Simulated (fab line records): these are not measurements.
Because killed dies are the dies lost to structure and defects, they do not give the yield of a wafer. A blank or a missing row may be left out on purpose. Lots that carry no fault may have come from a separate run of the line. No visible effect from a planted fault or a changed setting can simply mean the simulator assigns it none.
Problem report in the 8D (eight disciplines) form, filled by code | flow sfqLine | the parts of the form that need people (team, actions taken, sign-off) are left out

1. PROBLEM STATEMENT
Across 3 wafers from 2 lots, M1_NB_RS at SFQ_M1_RS_MEAS_909 averages 0.514 ohm/sq, while fault-free wafers read 0.887 ohm/sq with a standard deviation of 0.013. That is -29 standard deviations from the usual mean.
The step: measures by four-point-probe.
First seen on wafer L240.4, day 11 18:02, on filmMetro-01. At this step, 42 wafers from 14 lots have a number in the record. The rule behind "out" and "out of limits": a value lying over 4 standard deviations away from the usual mean. The rest of the wafers with a number are treated as sound.

2. WHAT IT IS AND WHAT IT IS NOT
question                    | is                         | is not
which readings at this step | M1_NB_RS                   | -
which lots                  | L240, L241                 | L235, L237, L243, L248, L249, L251, L252, L253, L254, L255, L257, L258
which wafers of those lots  | L240.4, L240.6, L241.2     | L240.3, L241.1, L241.4
read on which gauges        | filmMetro-01, filmMetro-02 | filmMetro-04
when                        | from day 11 18:02          | up to then (7 sound wafers); but 32 sound wafers of L241, L243, L248, L249, L251, L252, L253, L254, L255, L257, L258 came after

3. WHAT RULES OUT EACH SUSPECT
Counting: if a tool at a process step up to the reading ran every lot that is out, it stays a suspect. Sound lots after the first of them don't rule it out here, since some wafers of a struck lot are sound.
- ruled out: the gauge at SFQ_M1_RS_MEAS_909. 2 gauges (filmMetro-01, filmMetro-02) read the wafers that are out.
- rieMetal-02 at SFQ_TRILAYER_L0_VIA_STRIP_STRIP_017 (strips in O2): kept. It ran every lot that is out, first L240 (day 6 14:06).
- pvdSputter-06 at SFQ_TRILAYER_M1_DEP_SPUTTER_037 (material Nb, target thk 200 nm, time 133.3 s): kept. Ran every lot that is out, first one L240 (day 11 17:54); last sound lot up to then L237 (day 10 15:36).
What counting leaves: rieMetal-02 at SFQ_TRILAYER_L0_VIA_STRIP_STRIP_017 and pvdSputter-06 at SFQ_TRILAYER_M1_DEP_SPUTTER_037.

4. THE CAUSE (what the simulator had put in)
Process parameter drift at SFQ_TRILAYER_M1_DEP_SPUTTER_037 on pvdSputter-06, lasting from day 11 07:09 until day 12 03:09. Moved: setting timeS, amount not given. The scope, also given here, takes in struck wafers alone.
Counting leaves 2 suspects; this tool is one of them.

5. THE EFFECT CHAIN, in route order
One row per reading whose mean, taken over the struck wafers that have a number, lies over 3 standard deviations from the usual. Readings are gone through only where the record gives a usual standard deviation; hours: the median, over the lots, of the time from a lot's start at the first step in this table giving one to that lot's start at this step; sigmas: the change measured in usual standard deviations.
hours | step                                | reading      | usual        | on struck wafers | change | sigmas
0     | SFQ_M1_RS_MEAS_909                  | M1_NB_RS     | 0.887 ohm/sq | 0.514            | -0.373 | -29
57    | SFQ_TRILAYER_M1_ETCH_METAL_ETCH_042 | oesProductAu | 0.895 a.u.   | 1.002            | +0.107 | +13
The process steps in it:
- SFQ_TRILAYER_M1_ETCH_METAL_ETCH_042: etches Nb in Cl2/Ar, stops on SiO2, target depth 240 nm, time 120 s.

6. HOW IT WOULD HAVE BEEN CAUGHT EARLIER
Counted from the fault's start at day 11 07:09, it took 11 hours until the first out-of-limits reading at a measuring or inspecting step in this record, taken at day 11 18:02.
Tool readings at SFQ_TRILAYER_M1_DEP_SPUTTER_037 with a usual standard deviation given in the record: none out on any struck wafer, hence no alarm at a limit of 4 standard deviations on them.
Among the 2 lots that are out, L241 began SFQ_TRILAYER_M1_DEP_SPUTTER_037 on pvdSputter-06 after day 11 18:02. Had the tool been put on hold then, it would have been spared.
